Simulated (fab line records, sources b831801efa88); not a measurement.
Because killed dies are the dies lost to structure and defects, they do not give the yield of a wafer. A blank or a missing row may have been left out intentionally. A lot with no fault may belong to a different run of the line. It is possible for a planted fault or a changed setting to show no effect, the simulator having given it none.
2 desks looking at one fault | flow gf180mcu | numbers are kept per desk, each desk with only its own; the story behind them comes last

== FROM THE METROLOGY DESK ==
Means of the sampled wafers that have a number, per lot and without regard to the tool the lot ran on: this is what the gauges read. If a lot's mean is further than 4 standard deviations from the usual mean, the lot is out of limits and carries the mark OUT (the distance appears in the brackets).
Columns: A = V5_OVL at GF_V5_OVL_MEAS_15, usual -1 nm; B = cd-nm at GF_TOP_METAL_CD_MEAS_14, usual 440.3 nm
lot  | first seen here | A  | B
L479 | day 27 04:01    | -5 | 440.5
L482 | day 27 22:23    | 2  | 438.4
L483 | day 28 10:28    | -2 | 440.6
L484 | day 28 22:37    | 5  | 439.0
L487 | day 29 20:40    | 3  | 440.2
L489 | day 30 15:24    | -3 | 440.9
L491 | day 30 21:01    | -0 | 442.6
L492 | day 31 02:23    | -4 | 440.5
L493 | day 31 06:17    | 7  | 437.2
L494 | day 31 18:05    | 1  | 436.5
L500 | day 33 05:09    | -2 | 373.3 (-30) OUT
L502 | day 33 10:20    | -4 | 438.3
This desk's verdict: out of limits on L500, starting with L500 at day 33 21:41 (cd-nm at GF_TOP_METAL_CD_MEAS_14). In limits: L479, L482, L483, L484, L487, L489, L491, L492, L493, L494, L502.

== FOR THE TOOL OWNER'S DESK: iline-stepper-01 ==
The tool's own readings at GF_TOP_METAL_EXPOSE_11 (exposes mask MetalTop, target cd 440 nm): means of the sampled wafers that have a number, for each lot that ran on this tool. If a lot's mean is further than 4 standard deviations from the usual mean, the lot is out of limits and carries the mark OUT (the distance appears in the brackets).
Columns: A = exposure-dose-mJ-cm2 at GF_TOP_METAL_EXPOSE_11, usual 169.91; B = stage-vel-mm-s at GF_TOP_METAL_EXPOSE_11, usual 499.99 mm/s
lot  | first seen here | A                | B
L479 | day 27 15:13    | 169.83           | 499.84
L487 | day 30 07:13    | 169.96           | 499.86
L492 | day 31 13:14    | 169.68           | 500.01
L493 | day 31 17:08    | 169.72           | 500.20
L500 | day 33 14:29    | 157.91 (-60) OUT | 500.14
This desk's verdict: out of limits on L500, starting with L500 at day 33 14:29 (exposure-dose-mJ-cm2 at GF_TOP_METAL_EXPOSE_11). In limits: L479, L487, L492, L493.

== BROUGHT TOGETHER ==
An alarm could have come from the tool owner's desk at day 33 14:29, on L500.
At day 33 21:41 the metrology desk could have sounded an alarm, on L500.
GF_TOP_METAL_EXPOSE_11 was run on iline-stepper-01 by each of the lots named.

== WHAT HAD BEEN PUT IN BY THE SIMULATOR ==
Process parameters drifting: iline-stepper-01 at GF_TOP_METAL_EXPOSE_11, beginning at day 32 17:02. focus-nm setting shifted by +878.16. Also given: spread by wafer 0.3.
Struck lots among those shown: L500.
Fault start to first reading out of limits, in hours, per desk: tool owner, 21; metrology, 29.
